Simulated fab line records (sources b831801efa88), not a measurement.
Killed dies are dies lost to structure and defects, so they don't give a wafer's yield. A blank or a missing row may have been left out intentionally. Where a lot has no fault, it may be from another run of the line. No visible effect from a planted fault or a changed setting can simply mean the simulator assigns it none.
A lot that was struck, set against a sound lot -- flow sky130 -- 14 out of 708 route steps
Sound: these wafers, L659.2, L659.5, L659.6. Wafers L654.2, L654.3, L654.5 were the ones struck. The cause is named last.
Per side, at each step with rows, come the tool, then ch with its chambers, and then its first start. Under that, the readings that differ: sound wafers -- struck wafers -- difference of the means -- sigmas: that difference in standard deviations of wafers without a fault.
alike: readings with means less than 2 such deviations apart, plus words and numbers identical on both sides. not compared: withheld readings, readings lacking a value on some wafer, bounds such as >300 that could conceal the same value, and numbers that have no deviation in the record and whose values overlap.
Wherever a step has rows on one side only, a row that says differs or no value, or a row with sigmas, the two part there. Numbers that have no deviation but don't overlap get no sigmas and don't part them. A reading that every wafer of one side lacks parts them only if that side has two wafers or more.

first, 8 steps without rows for these wafers: SKY_VIA3_DEHYDRATE_04 (time 60 s); SKY_VIA3_HMDS_05 (prime time 60 s); SKY_VIA3_COAT_06 (resist thk 60 nm); SKY_VIA3_COAT_07 (resist thk 450 nm); SKY_VIA3_SOFTBAKE_08 (time 90 s); SKY_VIA3_EXPOSE_09 (exposes mask VIM3, target cd 200 nm); SKY_VIA3_PEB_10; SKY_VIA3_DEVELOP_11 (develop time 60 s).
SKY_VIA3_CD_MEAS_12: target cd 200 nm.
  sound: cdSem-02 at day 46 12:48; struck: cdSem-02 at day 44 15:46
  alike: cdNm
SKY_VIA3_OVL_MEAS_13:
  sound: overlay-01 at day 46 12:54; struck: overlay-02 at day 44 15:52
  alike: VIA3_OVL
SKY_VIA3_ETCH_14: etches BARC in N2/H2, stops on SiO2, time 45.9 s, target depth 60 nm.
  sound on rieDiel-03 ch 0,1,2, day 46 12:56; struck on rieDiel-03 ch 1,2,3, day 44 15:54
  alike: drypumpMotorCurrentA, oesProductAu, throttleValvePct
  not compared: rfHoursCounterH
SKY_VIA3_ETCH_15: etches SiO2 in C4F8/O2/Ar, stops on TiN, target depth 507 nm, time 78 s.
  sound on rieDiel-03 ch 0,1,2, day 46 12:58; struck on rieDiel-03 ch 1,2,3, day 44 15:56
  alike: oesProductAu
SKY_VIA3_STRIP_16: strips in O2/N2.
  sound on plasmaAsher-01 ch 0,1, day 46 13:02; struck on plasmaAsher-03 ch 0,1, day 44 16:00
  no value came back on the struck wafers for chamberPressureMTorr (mTorr), drypumpMotorCurrentA (A), oesProductAu (a.u.), stripTimeToEndpointS (s); on the sound wafers chamberPressureMTorr (mTorr) reads 1499.3 1501.7 1500.8
reading,sound,struck,difference,sigmas
model.KrF-thick_of_VIA3_COAT_07.thkNm (nm),0 0 0,288.1 289.5 292.8,+290.1,
  not compared: rfHoursCounterH
then, 1 step without rows for these wafers: SKY_VIA3_STRIP_17 (strips in post etch residue remover, time 1200 s).

WHERE THEY PART
At SKY_VIA3_STRIP_16 and nowhere else, as far as this record goes.

WHY: the cause the simulator had injected
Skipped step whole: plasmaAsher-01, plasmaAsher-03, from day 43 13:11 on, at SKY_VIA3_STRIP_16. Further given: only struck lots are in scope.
